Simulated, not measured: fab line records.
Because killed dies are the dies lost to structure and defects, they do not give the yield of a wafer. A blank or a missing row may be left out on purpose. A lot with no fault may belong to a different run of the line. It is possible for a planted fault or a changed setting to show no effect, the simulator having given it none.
Problem report, 8D (eight disciplines) form, completed by code    flow gf180mcu    the parts of the form that need people (team, actions taken, sign-off) are left out

## 1. PROBLEM STATEMENT
Mean of oes product au at GF_M5_METAL_ETCH_10: 0.804 a.u. across 2 wafers in 2 lots; on wafers with no fault it is 0.990 a.u. (standard deviation 0.0069). That puts it -27 standard deviations away from the usual mean.
The step: etches the open film in Cl2/BCl3, stops on SiO2, target depth 750.8 nm, time 125.1 s.
First observed at day 28 10:40: wafer L158.2, on rie metal-04. Wafers with a number at this step in the record: 42, from 14 lots. The rule behind "out" and "out of limits": a value lying over 4 standard deviations away from the usual mean. The rest of the wafers with a number are treated as sound.

## 2. WHAT IT IS AND WHAT IT IS NOT
question                     is                                  is not
which readings at this step  oes product au, throttle valve pct  drypump motor current A, rf fwd power W
which lots                   L158, L160                          L152, L155, L156, L159, L167, L169, L170, L171, L172, L173, L174, L175
which wafers of those lots   L158.2, L160.2                      L158.1, L158.6, L160.1, L160.4
read on which tools          rie metal-04                        rie metal-01, rie metal-02
when                         from day 28 10:40                   up to then (11 sound wafers); but 29 sound wafers of L159, L160, L167, L169, L170, L171, L172, L173, L174, L175 came after

## 3. SUSPECTS, AND WHAT RULES EACH OUT
Counting: any tool at a process step up to the reading remains a suspect provided it ran every lot that is out. Sound lots after the first of them don't rule it out here, since some wafers of a struck lot are sound.
- rie metal-04 at GF_M5_METAL_ETCH_10 (etches the open film in Cl2/BCl3, stops on SiO2, target depth 750.8 nm, time 125.1 s): kept. Ran every lot that is out, first one L158 (day 28 10:40); last sound lot up to then L156 (day 27 23:22). On those wafers its own readings are out: oes product au, throttle valve pct.
- Within rie metal-04 at GF_M5_METAL_ETCH_10, the wafers that are out were processed in chamber 0 and their sound lot-mates in chamber 1.
The count leaves rie metal-04 at GF_M5_METAL_ETCH_10.

## 4. THE CAUSE (what the simulator had put in)
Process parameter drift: rie metal-04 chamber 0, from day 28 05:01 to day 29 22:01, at GF_M5_METAL_ETCH_10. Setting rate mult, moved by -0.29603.
The count eliminated every tool but this one.

## 5. THE CHAIN OF EFFECTS, in route order
Each row: a reading whose mean over the struck wafers that have a number lies more than 3 standard deviations from the usual. Scope: only readings with a usual standard deviation given in the record; hours: median across lots of the time from each lot's start at the first step in this table that gives one to its start at this step; sigmas: change in usual standard deviations.
hours  step                 reading                   usual       on struck wafers  change  sigmas
0      GF_M5_METAL_ETCH_10  oes product au            0.990 a.u.  0.804             -0.185  -27
0      GF_M5_METAL_ETCH_10  throttle valve pct        28.230 %    28.436            +0.206  +22
0      GF_M5_STRIP_11       oes product au            0.522 a.u.  0.555             +0.033  +6.6
0      GF_M5_STRIP_11       strip time to endpoint s  7.02 s      7.90              +0.88   +17
The process steps in it:
- GF_M5_METAL_ETCH_10: etches the open film in Cl2/BCl3, stops on SiO2, target depth 750.8 nm, time 125.1 s.
- GF_M5_STRIP_11: strips in O2/N2.

## 6. HOW IT WOULD HAVE BEEN CAUGHT EARLIER
6 hours passed between the start of the fault at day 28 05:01 and the first reading out of limits in this record, taken at day 28 10:40.
